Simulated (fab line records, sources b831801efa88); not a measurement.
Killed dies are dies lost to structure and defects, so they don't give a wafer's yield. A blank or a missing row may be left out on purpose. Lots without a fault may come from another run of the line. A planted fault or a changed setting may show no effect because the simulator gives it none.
A struck lot beside a sound one | flow sky130 | 17 steps out of a route of 708
Sound: wafers L300.1, L300.2, L300.4. Struck: wafers L305.3, L305.4, L305.5. The cause comes at the end.
At each step with rows: each side's tool, then ch and its chambers, then its first start. Under that, the readings that differ: sound wafers | struck wafers | difference of the means | sigmas: that difference in standard deviations of wafers without a fault.
alike: readings whose means differ by less than 2 such deviations, and words and numbers that are the same on both sides. not compared: withheld readings, readings that some wafer has no value for, bounds like >300 that may hide the same value, and numbers for which the record gives no deviation and whose values overlap.
The two part at a step that has a row with sigmas, a row that says differs or no value, or rows on one side only. Numbers that don't overlap but have no deviation are shown without sigmas and don't part them. A reading that every wafer of one side lacks parts them only if that side has two wafers or more.

first, 1 step without rows for these wafers: SKY_VT_ADJUST_LVTN_IMPLANT_19.
SKY_VT_ADJUST_LVTN_STRIP_20: strips in O2/N2.
  sound on plasma_asher-03 ch 0,1, day 11 13:05; struck on plasma_asher-01 ch 0,1, day 13 03:34
  reading               | sound             | struck            | difference | sigmas
  oes_product_au (a.u.) | 0.712 0.705 0.709 | 0.711 0.726 0.719 | +0.010     | +2
  alike: drypump_motor_current_A, strip_time_to_endpoint_s
  not compared: rf_hours_counter_h
SKY_VT_ADJUST_LVTN_TW_MEAS_21:
  sound on film_metro-04, day 11 13:11; struck on film_metro-03, day 13 03:39
  alike: VT_ADJUST_LVTN_2_TW
then, 7 steps without rows for these wafers: SKY_VT_ADJUST_NCORE_DEHYDRATE_00 (time 60 s); SKY_VT_ADJUST_NCORE_HMDS_01 (prime time 60 s); SKY_VT_ADJUST_NCORE_COAT_02 (resist thk 1140 nm); SKY_VT_ADJUST_NCORE_SOFTBAKE_03 (time 60 s); SKY_VT_ADJUST_NCORE_EXPOSE_04 (exposes mask LVTN COMPLEMENT THIN, target cd 380 nm); SKY_VT_ADJUST_NCORE_PEB_05; SKY_VT_ADJUST_NCORE_DEVELOP_06 (develop time 60 s).
SKY_VT_ADJUST_NCORE_CD_MEAS_07: target cd 380 nm.
  sound on cd_sem-01, day 12 12:57; struck on cd_sem-02, day 14 05:38
  reading    | sound             | struck            | difference | sigmas
  cd_nm (nm) | 382.7 381.0 383.4 | 377.9 377.5 376.0 | -5.2       | -3
SKY_VT_ADJUST_NCORE_OVL_MEAS_08:
  sound on overlay-01, day 12 13:04; struck on overlay-02, day 14 05:44
  alike: VT_ADJUST_NCORE_OVL
SKY_VT_ADJUST_NCORE_IMPLANT_09:
  sound on implanter-02 ch 0, day 12 13:07; struck on implanter-02 ch 0, day 14 05:48
  reading            | sound             | struck            | difference | sigmas
  beam_on_s (s)      | 10.00 10.16 10.20 | 12.97 12.77 12.98 | +2.79      | +13
  faraday_current_uA | 13.49 13.33 13.29 | 10.42 10.66 10.42 | -2.87      | -10
SKY_VT_ADJUST_NCORE_STRIP_10: strips in O2/N2.
  sound on plasma_asher-02 ch 0,1, day 12 13:16; struck on plasma_asher-04 ch 0,1, day 14 05:56
  alike: drypump_motor_current_A, oes_product_au, strip_time_to_endpoint_s
  not compared: rf_hours_counter_h
SKY_VT_ADJUST_NCORE_TW_MEAS_11:
  sound on film_metro-03, day 12 13:22; struck on film_metro-02, day 14 06:01
  reading            | sound             | struck            | difference | sigmas
  VT_ADJUST_NCORE_TW | 219.8 220.1 219.1 | 236.8 235.0 235.8 | +16.2      | +7
then, 1 step without rows for these wafers: SKY_VT_ADJUST_HVTR_DEHYDRATE_00 (time 60 s).
-- the record jumps here: 36 days lie between the struck wafers' starts before and after (it left off in module VT_ADJUST_HVTR and takes up again in module PAD_OPEN, whose first step shown is number 708 of the route) --
SKY_PAD_OPEN_PROBE_99:
  sound on prober-02, day 49 00:01; struck on prober-02, day 50 08:13
  reading                                    | sound                        | struck                       | difference | sigmas
  model.etest.nfet_16v.r_on_ohm_um           | 1.394e+04 1.397e+04 1.39e+04 | 1.594e+04 1.61e+04 1.597e+04 | +2.067e+03 |
  model.etest.pfet_16v.r_on_ohm_um           | 1.554e+04 1.554e+04 1.55e+04 | 1.44e+04 1.425e+04 1.449e+04 | -1.15e+03  |
  model.etest.pfet_g5v0d10v5.r_on_ohm_um     | 4888 4790 4817               | 4508 4542 4490               | -318       |
  model.etest.res_pwell_under_gate.rs_ohm_sq | 2316 2306 2299               | 2181 2201 2186               | -118       |
  model.etest.nfet_g5v0d10v5.r_on_ohm_um     | 1900 1879 1887               | 1967 2022 1978               | +100       |
  model.etest.tip_p_5v.rs_ohm_sq             | 2861 2879 2886               | 2756 2769 2763               | -113       |
  alike: killed_at_M0_to_M3, killed_at_M4_up, killed_at_contacts, killed_at_front_end, killed_at_other, killed_dies, killed_open, killed_short
  not compared: model.etest.tip_p.rs_ohm_sq, model.etest.pfet_01v8.r_on_ohm_um

WHERE THEY PART
First at SKY_VT_ADJUST_LVTN_STRIP_20; last, within this record, at SKY_VT_ADJUST_NCORE_TW_MEAS_11. Later steps at which nothing parts them and some readings are alike: SKY_PAD_OPEN_PROBE_99.

WHY: what the simulator had put in
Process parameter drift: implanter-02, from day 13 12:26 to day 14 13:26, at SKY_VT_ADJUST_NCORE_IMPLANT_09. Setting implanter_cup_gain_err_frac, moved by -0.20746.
